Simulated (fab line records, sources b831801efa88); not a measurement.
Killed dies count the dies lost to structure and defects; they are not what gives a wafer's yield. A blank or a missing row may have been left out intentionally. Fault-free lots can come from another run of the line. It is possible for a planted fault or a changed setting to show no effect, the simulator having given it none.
Which tool did it? | flow gf180mcu | 12 lots with 36 wafers sampled at 4 steps, on a route of 602 steps

== WHAT EACH GAUGE READ, for each wafer ==
GF_M4_THK_MEAS_06: measures by xrf.
lot  | measured     | on           | M4_ALCU_THK (nm)
L075 | day 22 22:49 | filmMetro-04 | 456 460 459
L077 | day 23 13:59 | filmMetro-03 | 451 445 449
L079 | day 24 05:52 | filmMetro-02 | 464 458 459
L081 | day 25 01:38 | filmMetro-02 | 462 465 461
L083 | day 25 22:38 | filmMetro-02 | 458 464 461
L085 | day 26 07:40 | filmMetro-04 | 456 457 450
L087 | day 26 21:26 | filmMetro-03 | 470 468 463
L089 | day 27 12:10 | filmMetro-02 | 459 456 461
L091 | day 28 02:43 | filmMetro-04 | 454 457 456
L093 | day 28 20:36 | filmMetro-03 | 467 460 463
L095 | day 29 07:18 | filmMetro-03 | 463 466 456
L097 | day 29 22:49 | filmMetro-04 | 454 454 452

== WHICH TOOL RAN EACH LOT (tool, then ch and the chambers of the sampled wafers, then the start) ==
lot  | GF_M3_SPUTTER_00            | GF_M4_SPUTTER_01            | GF_M4_SPUTTER_03
L075 | pvdSputter-01, day 20 19:46 | pvdSputter-02, day 22 22:35 | pvdSputter-02, day 22 22:38
L077 | pvdSputter-03, day 21 11:12 | pvdSputter-04, day 23 13:44 | pvdSputter-04, day 23 13:48
L079 | pvdSputter-02, day 22 05:17 | pvdSputter-01, day 24 05:37 | pvdSputter-01, day 24 05:41
L081 | pvdSputter-03, day 22 22:51 | pvdSputter-02, day 25 01:23 | pvdSputter-02, day 25 01:27
L083 | pvdSputter-02, day 23 21:11 | pvdSputter-01, day 25 22:23 | pvdSputter-01, day 25 22:27
L085 | pvdSputter-01, day 24 10:36 | pvdSputter-04, day 26 07:24 | pvdSputter-04, day 26 07:28
L087 | pvdSputter-01, day 25 00:51 | pvdSputter-01, day 26 21:11 | pvdSputter-01, day 26 21:15
L089 | pvdSputter-01, day 25 15:25 | pvdSputter-01, day 27 11:56 | pvdSputter-01, day 27 11:59
L091 | pvdSputter-03, day 26 05:53 | pvdSputter-01, day 28 02:28 | pvdSputter-01, day 28 02:32
L093 | pvdSputter-02, day 27 01:35 | pvdSputter-04, day 28 20:20 | pvdSputter-04, day 28 20:24
L095 | pvdSputter-02, day 27 12:59 | pvdSputter-04, day 29 07:03 | pvdSputter-04, day 29 07:07
L097 | pvdSputter-03, day 28 04:55 | pvdSputter-02, day 29 22:34 | pvdSputter-02, day 29 22:38
- GF_M3_SPUTTER_00: material Ti, target thk 37.5 nm, time 150 s.
- GF_M4_SPUTTER_01: material TiN, target thk 30 nm, time 25 s.
- GF_M4_SPUTTER_03: material Ti, target thk 10 nm, time 6.7 s.

== THE ANSWER, worked out from the rows above alone ==
Rule: the usual values come from the lots themselves. Put in order of their means at a reading, lots are off if they are a third of the lots or fewer, leave a main group of 4 or more, and stand apart from it by a gap of 3 or more times the standard deviation of the main group's means; of several such gaps the widest counts. The tables above print the reading to a certain number of digits; a main group whose means all agree to those digits is not used. Also off: a lot with no number at a reading for which 4 or more lots have one. All remaining lots with rows at the step are treated as sound.
No lot is off on any of the readings shown, so nothing can be concluded from this.

== WHAT HAD BEEN PUT IN BY THE SIMULATOR ==
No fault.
